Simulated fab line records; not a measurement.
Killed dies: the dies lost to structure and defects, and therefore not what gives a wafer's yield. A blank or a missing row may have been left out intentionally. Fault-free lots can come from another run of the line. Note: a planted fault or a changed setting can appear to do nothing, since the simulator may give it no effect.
Problem report, 8D (eight disciplines) form, completed by code    flow sky130    the parts of the form that need people (team, actions taken, sign-off) are left out

== 1. THE PROBLEM ==
run length s at SKY_SONOS_ONO_WET_ETCH_16 reads a mean of 238 s on 6 wafers of 2 lots; wafers without a fault read 308 s with a standard deviation of 3.7. Relative to the usual mean, that is a shift of -19 standard deviations.
The step: etches SiO2 in dHF, target depth 14 nm, time 280 s.
First seen on wafer L402.2, day 14 17:31, on wet bench-01. At this step, 39 wafers from 13 lots have a number in the record. The rule behind "out" and "out of limits": a value lying over 4 standard deviations away from the usual mean. All remaining wafers that have a number are taken as sound.

== 2. WHAT THIS IS AND IS NOT ==
question                     is                      is not
which readings at this step  run length s            -
which lots                   L402, L403              L396, L397, L398, L399, L412, L413, L414, L415, L416, L417, L418
which wafers of those lots   all that have a number  -
read on which tools          wet bench-01            wet bench-03, wet bench-04
when                         from day 14 17:31       up to then (12 sound wafers); but 21 sound wafers of L412, L413, L414, L415, L416, L417, L418 came after

== 3. WHAT RULES OUT EACH SUSPECT ==
Counting: a tool at any process step up to the reading remains a suspect when it ran all the lots that are out and ran no sound lot after the first of those.
- wet bench-01 at SKY_SONOS_ONO_WET_ETCH_16 (etches SiO2 in dHF, target depth 14 nm, time 280 s): ruled out as a lasting fault. Following L402 (day 14 17:31), the first lot on it that is out, the sound lots L413, L416 were run on it.
Left after counting: nothing in the record.

== 4. THE CAUSE (what the simulator had put in) ==
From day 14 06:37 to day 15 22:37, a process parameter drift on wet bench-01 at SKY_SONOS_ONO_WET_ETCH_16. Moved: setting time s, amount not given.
Counting ruled it out, wrongly.

== 5. THE CHAIN OF EFFECTS, in route order ==
Rows list readings where the struck wafers' mean (over those with a number) sits beyond 3 standard deviations from the usual. Only readings for which the record gives a usual standard deviation are gone through. hours: the time from each lot's start at the first step in this table that gives one to its start at this step, as a median over the lots. sigmas: the change in usual standard deviations.
hours  step                       reading       usual  on struck wafers  change  sigmas
0      SKY_SONOS_ONO_WET_ETCH_16  run length s  308 s  238               -70     -19
The process steps in it:
- SKY_SONOS_ONO_WET_ETCH_16: etches SiO2 in dHF, target depth 14 nm, time 280 s.
Later steps that measure or inspect, where all struck wafers having a row at the step show a number for every such reading and not one has moved that far: SKY_POLY_CUT_CD_MEAS_08.

== 6. HOW IT WOULD HAVE BEEN CAUGHT EARLIER ==
In this record no reading fell out of limits until day 14 17:31, 11 hours after the fault had begun at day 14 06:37.
